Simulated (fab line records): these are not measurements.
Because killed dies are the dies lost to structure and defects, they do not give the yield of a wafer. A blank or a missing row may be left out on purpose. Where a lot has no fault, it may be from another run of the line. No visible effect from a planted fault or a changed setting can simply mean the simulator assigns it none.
A lot that was struck, set against a sound lot ; flow sky130 ; 48 out of 708 route steps
Sound: the wafers L145.4, L145.5, L145.6. Struck: wafers L136.2, L136.3, L136.4. The cause comes at the end.
Order at every step that has rows: each side's tool, ch and its chambers, its first start. Under that, the readings that differ: sound wafers ; struck wafers ; difference of the means ; sigmas: that difference in standard deviations of wafers without a fault.
alike: a reading whose means differ by less than 2 such deviations, as well as words and numbers matching on both sides. not compared: withheld readings; readings where some wafer has no value; bounds like >300 that might hide an equal value; numbers whose values overlap and for which the record gives no deviation.
A row with sigmas, a row that says differs or no value, or rows on one side alone: a step with any of these is where the two part. Non-overlapping numbers with no deviation appear without sigmas and do not part them. A reading missing from all wafers of one side parts the sides only when that side holds two or more wafers.

first, 1 step without rows for these wafers: SKY_VT_ADJUST_HVTR_IMPLANT_09.
SKY_VT_ADJUST_HVTR_STRIP_10: strips in O2/N2.
  sound on plasma_asher-03 ch 0,1, day 13 13:01; struck on plasma_asher-02 ch 0,1, day 11 01:01
  alike: chamber_pressure_mTorr, drypump_motor_current_A, o2_flow_sccm, oes_product_au, strip_time_to_endpoint_s
  not compared: rf_hours_counter_h
SKY_VT_ADJUST_HVTR_TW_MEAS_11:
  sound on film_metro-03, day 13 13:06; struck on film_metro-04, day 11 01:08
  alike: VT_ADJUST_HVTR_TW
then, 7 steps without rows for these wafers: SKY_VT_ADJUST_PCH_DEHYDRATE_00 (time 60 s); SKY_VT_ADJUST_PCH_HMDS_01 (prime time 60 s); SKY_VT_ADJUST_PCH_COAT_02 (resist thk 3000 nm); SKY_VT_ADJUST_PCH_SOFTBAKE_03; SKY_VT_ADJUST_PCH_EXPOSE_04 (exposes mask NWM, target cd 840 nm); SKY_VT_ADJUST_PCH_PEB_05; SKY_VT_ADJUST_PCH_DEVELOP_06 (develop time 60 s).
SKY_VT_ADJUST_PCH_OVL_MEAS_07:
  sound on overlay-01, day 14 15:12; struck on overlay-02, day 12 01:02
reading;sound;struck;difference;sigmas
VT_ADJUST_PCH_OVL (nm);1.1 1.6 1.6;-1.4 -1.8 -2.6;-3.4;-3
then, 1 step without rows for these wafers: SKY_VT_ADJUST_PCH_IMPLANT_08.
SKY_VT_ADJUST_PCH_STRIP_09: strips in O2/N2.
  sound on plasma_asher-03 ch 0,1, day 14 15:24; struck on plasma_asher-04 ch 0,1, day 12 01:13
  no value came back on the struck wafers for any of 5 readings (chamber_pressure_mTorr (mTorr), drypump_motor_current_A (A) and others); on the sound wafers chamber_pressure_mTorr (mTorr) reads 1500.8 1499.8 1500.2
reading;sound;struck;difference;sigmas
model.coat_of_VT_ADJUST_PCH_COAT_02.thk_nm (nm);0 0 0;2999 3013 3002;+3005;
  not compared: rf_hours_counter_h
SKY_VT_ADJUST_PCH_TW_MEAS_10:
  sound on film_metro-03, day 14 15:30; struck on film_metro-03, day 12 01:19
  alike: VT_ADJUST_PCH_TW
then, 7 steps without rows for these wafers: SKY_SONOS_TUNNEL_DEHYDRATE_00 (time 60 s); SKY_SONOS_TUNNEL_HMDS_01 (prime time 60 s); SKY_SONOS_TUNNEL_COAT_02 (resist thk 1140 nm); SKY_SONOS_TUNNEL_SOFTBAKE_03 (time 60 s); SKY_SONOS_TUNNEL_EXPOSE_04 (exposes mask TUNM, target cd 410 nm); SKY_SONOS_TUNNEL_PEB_05; SKY_SONOS_TUNNEL_DEVELOP_06 (develop time 60 s).
SKY_SONOS_TUNNEL_CD_MEAS_07: the cd target is 410 nm.
  sound on cd_sem-01, day 15 18:17; struck on cd_sem-01, day 13 02:03
reading;sound;struck;difference;sigmas
cd_nm (nm);412.1 412.3 412.7;408.8 405.6 405.2;-5.8;-2
SKY_SONOS_TUNNEL_OVL_MEAS_08:
  sound on overlay-01, day 15 18:22; struck on overlay-01, day 13 02:10
  alike: SONOS_TUNNEL_OVL
then, 2 steps without rows for these wafers: SKY_SONOS_TUNNEL_IMPLANT_09; SKY_SONOS_TUNNEL_WET_ETCH_10 (etches SiO2 in dHF, target depth 14 nm, time 280 s).
SKY_SONOS_TUNNEL_STRIP_11: strips in SPM, time 600 s.
  sound on wet_bench-01 ch 3, day 15 18:37; struck on wet_bench-02 ch 1, day 13 02:26
reading;sound;struck;difference;sigmas
model.NOVOLAK_of_SONOS_TUNNEL_COAT_02.thk_nm (nm);0 0 0;1144 1147 1147;+1146;
  alike: bath_guard_temp_C, bath_heat_duty_pct
SKY_SONOS_TUNNEL_TW_MEAS_12:
  sound on film_metro-01, day 15 18:49; struck on film_metro-01, day 13 02:37
reading;sound;struck;difference;sigmas
SONOS_TUNNEL_TW;198.4 198.5 197.7;30.4 30.3 30.4;-167.8;-70
then, 2 steps without rows for these wafers: SKY_SONOS_TUNNEL_CLEAN_13 (cleans in dHF, time 20 s); SKY_SONOS_ONO_OXIDATION_00 (stabilise 600 s, purge 300 s, target thk 2.6 nm).
SKY_SONOS_ONO_THK_MEAS_01:
  sound on film_metro-03, day 15 22:03; struck on film_metro-03, day 13 04:22
  alike: SONOS_ONO_OXIDATION_THK
then, 1 step without rows for these wafers: SKY_SONOS_ONO_CVD_02 (deposits Si3N4 from DCS/NH3, target thk 10.5 nm, time 180 s).
SKY_SONOS_ONO_THK_MEAS_03:
  sound on film_metro-01, day 16 02:04; struck on film_metro-02, day 13 09:13
  alike: SONOS_ONO_CVD_02_THK
then, 1 step without rows for these wafers: SKY_SONOS_ONO_CVD_04 (deposits SiO2 from SiH4/N2O, target thk 5.7199 nm).
SKY_SONOS_ONO_THK_MEAS_05:
  sound on film_metro-01, day 16 03:23; struck on film_metro-02, day 13 10:31
  alike: SONOS_ONO_CVD_04_THK
then, 7 steps without rows for these wafers: SKY_SONOS_ONO_DEHYDRATE_06 (time 60 s); SKY_SONOS_ONO_HMDS_07 (prime time 60 s); SKY_SONOS_ONO_COAT_08 (resist thk 1140 nm); SKY_SONOS_ONO_SOFTBAKE_09 (time 60 s); SKY_SONOS_ONO_EXPOSE_10 (exposes mask ONOM, target cd 410 nm); SKY_SONOS_ONO_PEB_11; SKY_SONOS_ONO_DEVELOP_12 (develop time 60 s).
SKY_SONOS_ONO_CD_MEAS_13: the cd target is 410 nm.
  sound on cd_sem-01, day 17 07:33; struck on cd_sem-01, day 14 12:06
  alike: cd_nm
-- record jumps: 15 days separate the struck wafers' starts on either side; left off in module SONOS_ONO, taken up again in module LI_CONTACT, whose first shown step is the route's number 365 --
SKY_LI_CONTACT_BOW_MEAS_03:
  sound on film_metro-03, day 32 10:11; struck on film_metro-03, day 29 17:11
reading;sound;struck;difference;sigmas
LI_CONTACT_BOW (um);55 57 53;21 14 24;-35;-5
-- the record jumps here: 2 days lie between the struck wafers' starts before and after (it left off in module LI_CONTACT and takes up again in module CONTACT, whose first step shown is number 411 of the route) --
SKY_CONTACT_BOW_MEAS_05:
  sound on film_metro-01, day 34 17:53; struck on film_metro-02, day 32 01:23
reading;sound;struck;difference;sigmas
CONTACT_BOW (um);83 85 82;48 40 52;-37;-6
-- the record jumps here: 2 days lie between the struck wafers' starts before and after (it left off in module CONTACT and takes up again in module VIA1, whose first step shown is number 461 of the route) --
SKY_VIA1_BOW_MEAS_03:
  sound on film_metro-04, day 37 01:58; struck on film_metro-02, day 34 08:56
reading;sound;struck;difference;sigmas
VIA1_BOW (um);83 88 82;46 37 48;-41;-6
-- the record jumps here: 2 days lie between the struck wafers' starts before and after (it left off in module VIA1 and takes up again in module VIA2, whose first step shown is number 510 of the route) --
SKY_VIA2_BOW_MEAS_03:
  sound on film_metro-03, day 39 08:15; struck on film_metro-02, day 36 16:57
reading;sound;struck;difference;sigmas
VIA2_BOW (um);88 91 87;55 45 59;-36;-5
-- the record jumps here: 3 days lie between the struck wafers' starts before and after (it left off in module VIA2 and takes up again in module VIA3, whose first step shown is number 576 of the route) --
SKY_VIA3_BOW_MEAS_03:
  sound on film_metro-03, day 42 12:29; struck on film_metro-03, day 40 01:34
reading;sound;struck;difference;sigmas
VIA3_BOW (um);83 88 82;50 41 55;-36;-5
-- the record jumps here: 3 days lie between the struck wafers' starts before and after (it left off in module VIA3 and takes up again in module VIA4, whose first step shown is number 642 of the route) --
SKY_VIA4_BOW_MEAS_03:
  sound on film_metro-02, day 45 09:16; struck on film_metro-01, day 43 03:31
reading;sound;struck;difference;sigmas
VIA4_BOW (um);84 89 84;51 41 54;-37;-5

WHERE THEY PART
Last at SKY_VIA4_BOW_MEAS_03 as far as this record goes, first at SKY_VT_ADJUST_PCH_OVL_MEAS_07.

WHY: the cause the simulator had injected
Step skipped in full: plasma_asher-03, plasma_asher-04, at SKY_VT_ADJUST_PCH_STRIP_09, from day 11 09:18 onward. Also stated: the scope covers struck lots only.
